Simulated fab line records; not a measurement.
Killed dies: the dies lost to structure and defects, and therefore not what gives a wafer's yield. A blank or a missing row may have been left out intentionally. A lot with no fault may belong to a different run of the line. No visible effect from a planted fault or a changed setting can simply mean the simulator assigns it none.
A lot that was struck, set against a sound lot    flow sky130    43 out of 708 route steps
Sound: wafers L941.3, L941.5, L941.6. Struck: wafer L954.4 (left out: L954.2, L954.3 of the same lot, which were not struck); the cause appears at the end.
Order at every step that has rows: each side's tool, ch and its chambers, its first start. Under that, the readings that differ: sound wafers    struck wafers    difference of the means    sigmas: that difference in standard deviations of wafers without a fault.
alike: a reading whose means differ by less than 2 such deviations, as well as words and numbers matching on both sides. not compared: withheld readings; readings where some wafer has no value; bounds like >300 that might hide an equal value; numbers whose values overlap and for which the record gives no deviation.
The two part at a step that has a row with sigmas, a row that says differs or no value, or rows on one side only. When numbers do not overlap yet have no deviation, they are printed without sigmas and do not part them. A reading that every wafer of one side lacks parts them only if that side has two wafers or more.

first, 1 step without rows for these wafers: SKY_VIA3_CMP_02 (polishes SiO2).
SKY_VIA3_BOW_MEAS_03:
  sound on film metro-03, day 40 17:29; struck on film metro-04, day 44 12:46
  alike: VIA3_BOW
then, 8 steps without rows for these wafers: SKY_VIA3_DEHYDRATE_04 (time 60 s); SKY_VIA3_HMDS_05 (prime time 60 s); SKY_VIA3_COAT_06 (resist thk 60 nm); SKY_VIA3_COAT_07 (resist thk 450 nm); SKY_VIA3_SOFTBAKE_08 (time 90 s); SKY_VIA3_EXPOSE_09 (exposes mask VIM3, target cd 200 nm); SKY_VIA3_PEB_10; SKY_VIA3_DEVELOP_11 (develop time 60 s).
SKY_VIA3_CD_MEAS_12: target cd 200 nm.
  sound on cd sem-01, day 41 19:11; struck on cd sem-01, day 45 11:52
  alike: cd nm
SKY_VIA3_OVL_MEAS_13:
  sound on overlay-02, day 41 19:17; struck on overlay-01, day 45 11:59
  alike: VIA3_OVL
SKY_VIA3_ETCH_14: etches BARC in N2/H2, stops on SiO2, time 45.9 s, target depth 60 nm.
  sound on rie diel-01 ch 1,2,3, day 41 19:19; struck on rie diel-03 ch 0, day 45 12:01
reading                sound              struck  difference  sigmas
oes product au (a.u.)  0.854 0.860 0.854  0.846   -0.010      -2
  alike: drypump motor current A, n2 flow sccm, throttle valve pct
  not compared: rf hours counter h
then, 1 step without rows for these wafers: SKY_VIA3_ETCH_15 (etches SiO2 in C4F8/O2/Ar, stops on TiN, target depth 507 nm, time 78 s).
SKY_VIA3_STRIP_16: strips in O2/N2.
  sound on plasma asher-03 ch 0,1, day 41 19:26; struck on plasma asher-03 ch 0, day 45 12:07
  alike: drypump motor current A, n2 flow sccm, o2 flow sccm, oes product au, strip time to endpoint s
  not compared: rf hours counter h
then, 5 steps without rows for these wafers: SKY_VIA3_STRIP_17 (strips in post etch residue remover, time 1200 s); SKY_VIA3_CLEAN_18 (cleans in IPA, time 180 s); SKY_VIA3_CLEAN_19 (cleans in O3/DIW); SKY_VIA3_SPUTTER_20 (material TiN, target thk 20 nm, time 80 s); SKY_VIA3_CVD_21 (deposits W, target thk 390 nm, time 117.31 s).
SKY_VIA3_RS_MEAS_22: the measuring method here is four-point-probe.
  sound on film metro-04, day 41 20:13; struck on film metro-03, day 45 12:55
  alike: VIA3_W_RS
SKY_VIA3_THK_MEAS_23: measures by xrf.
  sound on film metro-04, day 41 20:19; struck on film metro-03, day 45 13:01
  alike: VIA3_W_THK
SKY_VIA3_CMP_24: polishes, stops on SiO2, t overpolish 20 s, target thk 0 nm.
  sound on cmp-02 ch 1,2,3, day 41 20:28; struck on cmp-02 ch 3, day 45 13:04
reading                     sound              struck  difference  sigmas
slurry filter dp kPa (kPa)  13.48 13.60 13.69  13.11   -0.48       -3
time to endpoint s (s)      100 102 99         91      -9          -2
  alike: motor current A, overpolish run s
SKY_METAL4_SPUTTER_00: material Ti, target thk 15 nm, time 10 s.
  sound on pvd sputter-03, day 41 20:40; struck on pvd sputter-02, day 45 13:22
  alike: cathode dc power W, throttle valve pct
SKY_METAL4_SPUTTER_01: material TiN, target thk 20 nm, time 16.7 s.
  sound on pvd sputter-03, day 41 20:41; struck on pvd sputter-02, day 45 13:23
  alike: cathode dc power W, throttle valve pct
then, 4 steps without rows for these wafers: SKY_METAL4_SPUTTER_02 (material AlCu, target thk 735 nm, time 39.1 s); SKY_METAL4_SPUTTER_03 (material Ti, target thk 5 nm, time 3.3 s); SKY_METAL4_SPUTTER_04 (material TiN, target thk 70 nm, time 58.3 s); SKY_CAP2M_CVD_00 (deposits SiO2, target thk 15.5 nm).
SKY_CAP2M_THK_MEAS_01:
  sound on film metro-02, day 41 20:52; struck on film metro-02, day 45 13:33
  alike: CAP2M_CVD_00_THK
SKY_CAP2M_SPUTTER_02: material TiN, target thk 200 nm, time 166.7 s.
  sound on pvd sputter-02, day 41 20:54; struck on pvd sputter-01, day 45 13:36
  alike: cathode dc power W, throttle valve pct
SKY_CAP2M_RS_MEAS_03: the measuring method here is four-point-probe.
  sound on film metro-02, day 41 21:03; struck on film metro-04, day 45 13:44
  alike: CAP2M_TIN_RS
SKY_CAP2M_THK_MEAS_04: measures by xrf.
  sound on film metro-02, day 41 21:09; struck on film metro-04, day 45 13:50
  alike: CAP2M_TIN_THK
then, 7 steps without rows for these wafers: SKY_CAP2M_DEHYDRATE_05 (time 60 s); SKY_CAP2M_HMDS_06 (prime time 60 s); SKY_CAP2M_COAT_07 (resist thk 1140 nm); SKY_CAP2M_SOFTBAKE_08 (time 60 s); SKY_CAP2M_EXPOSE_09 (exposes mask CAP2M, target cd 1000 nm); SKY_CAP2M_PEB_10; SKY_CAP2M_DEVELOP_11 (develop time 60 s).
SKY_CAP2M_OVL_MEAS_12:
  sound on overlay-01, day 42 21:43; struck on overlay-01, day 46 11:43
reading         sound        struck  difference  sigmas
CAP2M_OVL (nm)  2.2 2.3 2.2  -0.5    -2.7        -2
then, 1 step without rows for these wafers: SKY_CAP2M_METAL_ETCH_13 (etches TiN in Cl2/BCl3, stops on SiO2, target depth 220 nm, time 62.9 s).
-- the record jumps here: 4 days lie between the struck wafers' starts before and after (it left off in module CAP2M and takes up again in module PAD_OPEN, whose first step shown is number 708 of the route) --
SKY_PAD_OPEN_PROBE_99:
  the record has rows for the struck wafers here (prober-01, day 50 22:06) and none for the sound ones

WHERE THEY PART
At SKY_VIA3_ETCH_14 first; at SKY_PAD_OPEN_PROBE_99 last (within this record only).

WHY: whatever the simulator had introduced
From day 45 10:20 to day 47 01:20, rie diel-03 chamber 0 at SKY_VIA3_ETCH_14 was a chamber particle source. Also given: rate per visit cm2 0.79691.
